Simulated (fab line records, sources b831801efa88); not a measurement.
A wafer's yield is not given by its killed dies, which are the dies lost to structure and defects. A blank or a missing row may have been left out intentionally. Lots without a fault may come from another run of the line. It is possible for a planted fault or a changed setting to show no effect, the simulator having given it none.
One fault seen from 2 desks | flow gf180mcu | only its own numbers are on each desk; what lay behind them is given at the end

== AT THE TOOL OWNER'S DESK: implanter-01 ==
For each lot that ran on this tool, the mean over its sampled wafers that have a number, from the tool's own readings at GF_VT_IMPLANT_IMPLANT_19. Marked OUT: a lot whose mean sits more than 4 standard deviations from the usual mean, which makes it out of limits; the brackets give that distance.
Columns: A = beamEnergyKeV at GF_VT_IMPLANT_IMPLANT_19, usual 99.99
lot  | first seen here | A
L265 | day 6 14:40     | 100.01
L266 | day 6 17:34     | 100.01
L270 | day 7 18:23     | 100.02
L272 | day 8 09:00     | 118.00 (+99 or more) OUT
L275 | day 9 03:55     | 118.04 (+99 or more) OUT
This desk's finding: out of limits on L272, L275; first on L272, day 8 09:00 (beamEnergyKeV at GF_VT_IMPLANT_IMPLANT_19). L265, L266, L270: within limits.

== THE METROLOGY DESK ==
Means of the sampled wafers that have a number, per lot and without regard to the tool the lot ran on: this is what the gauges read. Marked OUT: a lot whose mean sits more than 4 standard deviations from the usual mean, which makes it out of limits; the brackets give that distance.
Columns: A = VT_IMPLANT_2_TW at GF_VT_IMPLANT_TW_MEAS_21, usual 1224; B = NSD_TW at GF_NSD_TW_MEAS_12, usual 4269
lot  | first seen here | A               | B
L265 | day 6 14:55     | 1209            | 4233
L266 | day 6 17:48     | 1212            | 4285
L267 | day 7 01:59     | 1219            | 4207
L270 | day 7 18:37     | 1235            | 4228
L272 | day 8 09:13     | 1271 (+4.3) OUT | 4235
L275 | day 9 04:10     | 1270 (+4.2) OUT | 4237
L278 | day 10 00:02    | 1241            | 4262
L279 | day 10 05:52    | 1236            | 4315
L280 | day 10 11:36    | 1238            | 4306
L284 | day 11 10:55    | 1218            | 4281
L285 | day 12 09:01    | 1199            | 4297
L286 | day 12 09:37    | 1224            | 4282
L287 | day 12 12:47    | 1227            | 4231
This desk's finding: out of limits on L272, L275; first on L272, day 8 09:13 (VT_IMPLANT_2_TW at GF_VT_IMPLANT_TW_MEAS_21). L265, L266, L267, L270, L278, L279, L280, L284, L285, L286, L287: within limits.

== ALL TOGETHER ==
The tool owner's desk had the chance to raise an alarm at day 8 09:00 on L272, L275.
At day 8 09:13 the metrology desk could have sounded an alarm, on L272, L275.
Every lot named ran GF_VT_IMPLANT_IMPLANT_19 on implanter-01.

== WHAT THE SIMULATOR HAD PUT IN ==
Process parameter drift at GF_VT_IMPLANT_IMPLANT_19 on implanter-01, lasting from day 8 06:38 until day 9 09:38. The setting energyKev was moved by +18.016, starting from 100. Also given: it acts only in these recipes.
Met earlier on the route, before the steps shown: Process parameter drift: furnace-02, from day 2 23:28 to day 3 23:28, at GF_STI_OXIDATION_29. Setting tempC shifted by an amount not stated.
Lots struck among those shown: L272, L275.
Time in hours from fault onset to the first out-of-limits reading at each desk: tool owner's desk 2, metrology desk 3.
